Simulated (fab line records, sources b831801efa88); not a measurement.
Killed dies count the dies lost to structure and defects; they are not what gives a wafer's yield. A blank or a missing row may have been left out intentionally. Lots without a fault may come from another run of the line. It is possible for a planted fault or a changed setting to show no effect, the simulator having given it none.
Struck lot and sound lot, side by side	flow sky130	17 steps out of a route of 708
Sound: the wafers L382.1, L382.4, L382.6. Wafers L386.4, L386.5, L386.6 were the ones struck. The cause is named last.
Per side, at each step with rows, come the tool, then ch with its chambers, and then its first start. Under that, the readings that differ: sound wafers	struck wafers	difference of the means	sigmas: that difference in standard deviations of wafers without a fault.
alike: a reading whose means differ by less than 2 such deviations, as well as words and numbers matching on both sides. not compared: withheld readings; readings where some wafer has no value; bounds like >300 that might hide an equal value; numbers whose values overlap and for which the record gives no deviation.
The two part at a step that has a row with sigmas, a row that says differs or no value, or rows on one side only. Numbers that don't overlap but have no deviation are shown without sigmas and don't part them. A reading missing from all wafers of one side parts the sides only when that side holds two or more wafers.

first, 2 steps without rows for these wafers: SKY_NWELL_IMPLANT_12; SKY_NWELL_IMPLANT_13.
SKY_NWELL_STRIP_14: strips in O2/N2.
  sound on plasma_asher-03 ch 0,1, day 6 20:19; struck on plasma_asher-02 ch 0,1, day 7 20:53
  alike: drypump_motor_current_A, oes_product_au, strip_time_to_endpoint_s
  not compared: rf_hours_counter_h
SKY_NWELL_TW_MEAS_15:
  sound on film_metro-03 at day 6 20:25; struck on film_metro-03 at day 7 20:59
  alike: NWELL_TW
then, 7 steps without rows for these wafers: SKY_NWELL_DEHYDRATE_16 (time 60 s); SKY_NWELL_HMDS_17 (prime time 60 s); SKY_NWELL_COAT_18 (resist thk 3000 nm); SKY_NWELL_SOFTBAKE_19; SKY_NWELL_EXPOSE_20 (exposes mask NWM COMPLEMENT, target cd 840 nm); SKY_NWELL_PEB_21; SKY_NWELL_DEVELOP_22 (develop time 60 s).
SKY_NWELL_OVL_MEAS_23:
  sound on overlay-02 at day 7 16:15; struck on overlay-02 at day 8 17:47
  alike: NWELL_01_OVL
SKY_NWELL_IMPLANT_24:
  sound on implanter-02 ch 0, day 7 16:17; struck on implanter-04 ch 0, day 8 17:53
reading	sound	struck	difference	sigmas
dose_ions_cm2	9.207e+12 9.205e+12 9.202e+12	1.0318e+13 1.0312e+13 1.0308e+13	+1.1080e+12	+99 or more
faraday_current_uA	52.6 51.1 53.4	55.9 58.6 60.5	+6.0	+5
  alike: beam_on_s
SKY_NWELL_STRIP_25: strips in O2/N2.
  sound on plasma_asher-01 ch 0,1, day 7 16:29; struck on plasma_asher-03 ch 0,1, day 8 17:59
  alike: drypump_motor_current_A, oes_product_au, strip_time_to_endpoint_s
  not compared: rf_hours_counter_h
SKY_NWELL_TW_MEAS_26:
  sound on film_metro-01 at day 7 16:35; struck on film_metro-03 at day 8 18:05
reading	sound	struck	difference	sigmas
NWELL_2_TW	494 496 498	524 526 524	+29	+5
then, 1 step without rows for these wafers: SKY_NWELL_CLEAN_27 (cleans in SC1/SC2, time 150 s).
-- the record jumps here: 40 days lie between the struck wafers' starts before and after (it left off in module NWELL and takes up again in module PAD_OPEN, whose first step shown is number 708 of the route) --
SKY_PAD_OPEN_PROBE_99:
  sound on prober-01 at day 47 22:42; struck on prober-01 at day 48 21:40
reading	sound	struck	difference	sigmas
model.etest.pfet_16v.r_on_ohm_um	1.517e+04 1.524e+04 1.533e+04	1.432e+04 1.467e+04 1.476e+04	-6.633e+02	
model.etest.res_iso_pwell.rs_ohm_sq	3084 3150 3212	2635 2731 2805	-425	
model.etest.res_pwell_under_gate.rs_ohm_sq	2300 2289 2296	2116 2127 2094	-183	
model.etest.res_iso_pwell.line_ohm_um	1157 1195 1220	974.2 1026 1061	-170.3	
model.etest.pfet_16v.drive_ua_um	244.6 243.4 246	252.9 248.2 247.7	+4.9	
model.etest.res_nwell.width_nm (nm)	837.9 838.6 841.3	822.9 820.8 819.6	-18.2	
model.etest.field_n.vt_v (V)	35.67 35.96 36.21	37.98 38.41 38.88	+2.48	
  alike: killed_at_M0_to_M3, killed_at_M4_up, killed_at_contacts, killed_at_front_end, killed_at_other, killed_dies, killed_open, killed_short

WHERE THEY PART
Earliest at SKY_NWELL_IMPLANT_24; latest, in this record, at SKY_NWELL_TW_MEAS_26. Later steps at which nothing parts them and some readings are alike: SKY_PAD_OPEN_PROBE_99.

WHY: whatever the simulator had introduced
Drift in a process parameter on implanter-04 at SKY_NWELL_IMPLANT_24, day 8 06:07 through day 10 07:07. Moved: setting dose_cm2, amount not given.
